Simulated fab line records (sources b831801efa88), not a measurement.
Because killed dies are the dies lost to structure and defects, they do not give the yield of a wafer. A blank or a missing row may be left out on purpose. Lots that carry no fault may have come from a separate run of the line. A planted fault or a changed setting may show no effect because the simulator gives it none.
A struck lot beside a sound one || flow sky130 || 19 steps out of a route of 708
Sound: these wafers, L728.4, L728.5, L728.6. Struck: wafer L738.2 (left out: L738.1, L738.4 of the same lot, which were not struck); the cause appears at the end.
Per side, at each step with rows, come the tool, then ch with its chambers, and then its first start. Under that, the readings that differ: sound wafers || struck wafers || difference of the means || sigmas: that difference in standard deviations of wafers without a fault.
alike: same words and numbers on both sides, and readings whose means sit less than 2 such deviations apart. not compared: any withheld reading, any reading some wafer has no value for, any bound like >300 that may hide the same value, and any number with overlapping values for which the record gives no deviation.
Wherever a step has rows on one side only, a row that says differs or no value, or a row with sigmas, the two part there. When numbers do not overlap yet have no deviation, they are printed without sigmas and do not part them. A reading that every wafer of one side lacks parts them only if that side has two wafers or more.

SKY_METAL4_STRIP_19: strips in O2/N2.
  sound on plasma-asher-03 ch 0,1, day 42 18:47; struck on plasma-asher-02 ch 0, day 45 14:55
{"reading": "drypump-motor-current-A (A)", "sound": "5.3 5.3 5.4", "struck": 6.4, "difference": "+1.1", "sigmas": "+3"}
{"reading": "rf-hours-counter-h (h)", "sound": "- - -", "struck": 33, "difference": "no value on the sound wafers", "sigmas": ""}
  alike: oes-product-au, strip-time-to-endpoint-s
then, 4 steps without rows for these wafers: SKY_METAL4_STRIP_20 (strips in post etch residue remover, time 1200 s); SKY_METAL4_CLEAN_21 (cleans in IPA, time 180 s); SKY_METAL4_CLEAN_22 (cleans in O3/DIW); SKY_VIA4_HDPCVD_00 (deposits SiO2, target thk 1750 nm, time 291.7 s).
SKY_VIA4_THK_MEAS_01:
  sound: film-metro-02 at day 42 19:35; struck: film-metro-03 at day 45 15:44
  alike: VIA4_HDPCVD_THK
SKY_VIA4_CMP_02: polishes SiO2.
  sound on cmp-02 ch 0,1, day 42 19:40; struck on cmp-01 ch 1, day 45 15:50
  alike: motor-current-A
SKY_VIA4_BOW_MEAS_03:
  sound: film-metro-02 at day 42 19:59; struck: film-metro-03 at day 45 16:05
  alike: VIA4_BOW
then, 4 steps without rows for these wafers: SKY_VIA4_DEHYDRATE_04 (time 60 s); SKY_VIA4_HMDS_05 (prime time 60 s); SKY_VIA4_COAT_06 (resist thk 1140 nm); SKY_VIA4_SOFTBAKE_07 (time 60 s).
SKY_VIA4_EXPOSE_08: exposes mask VIM4, target cd 800 nm.
  sound on iline-stepper-01 ch 0, day 43 07:17; struck on iline-stepper-02 ch 0, day 46 02:20
  alike: mask
then, 2 steps without rows for these wafers: SKY_VIA4_PEB_09; SKY_VIA4_DEVELOP_10 (develop time 60 s).
SKY_VIA4_OVL_MEAS_11:
  sound: overlay-01 at day 43 18:08; struck: overlay-01 at day 46 12:23
  alike: VIA4_OVL
SKY_VIA4_ETCH_12: etches SiO2 in C4F8/O2/Ar, stops on TiN, target depth 580 nm.
  sound on rie-diel-04 ch 1,2, day 43 18:09; struck on rie-diel-01 ch 2, day 46 12:25
{"reading": "model.VIA4.cd-nm (nm)", "sound": "802.9 802.7 801.7", "struck": 846.4, "difference": "+44.0", "sigmas": ""}
  alike: oes-product-au
SKY_VIA4_STRIP_13: strips in O2/N2.
  sound on plasma-asher-03 ch 0,1, day 43 18:15; struck on plasma-asher-03 ch 0, day 46 12:29
{"reading": "oes-product-au (a.u.)", "sound": "0.712 0.701 0.711", "struck": 0.719, "difference": "+0.011", "sigmas": "+2"}
{"reading": "rf-hours-counter-h (h)", "sound": "- - -", "struck": 65, "difference": "no value on the sound wafers", "sigmas": ""}
  alike: drypump-motor-current-A, strip-time-to-endpoint-s
-- the record jumps here: 3 days lie between the struck wafers' starts before and after (it left off in module VIA4 and takes up again in module PAD_OPEN, whose first step shown is number 708 of the route) --
SKY_PAD_OPEN_PROBE_99:
  sound: prober-02 at day 46 16:00; struck: prober-01 at day 49 04:53
{"reading": "model.etest.via4-chain.rc-ohm", "sound": "0.8018 0.8234 0.7766", "struck": 0.754, "difference": -0.047, "sigmas": ""}
  alike: defect-limited-yield, killed_at_M0_to_M3, killed_at_M4_up, killed-at-contacts, killed-at-front-end, killed-at-other, killed-dies, killed-open, killed-short, sort_bin_3_pad_short, sort_bin_5_function, sort_bin_6_memory, sort-n-pass, sort-yield-pct

WHERE THEY PART
At SKY_METAL4_STRIP_19 first; at SKY_VIA4_STRIP_13 last (within this record only). Later steps at which nothing parts them and some readings are alike: SKY_PAD_OPEN_PROBE_99.

WHY: the cause the simulator had injected
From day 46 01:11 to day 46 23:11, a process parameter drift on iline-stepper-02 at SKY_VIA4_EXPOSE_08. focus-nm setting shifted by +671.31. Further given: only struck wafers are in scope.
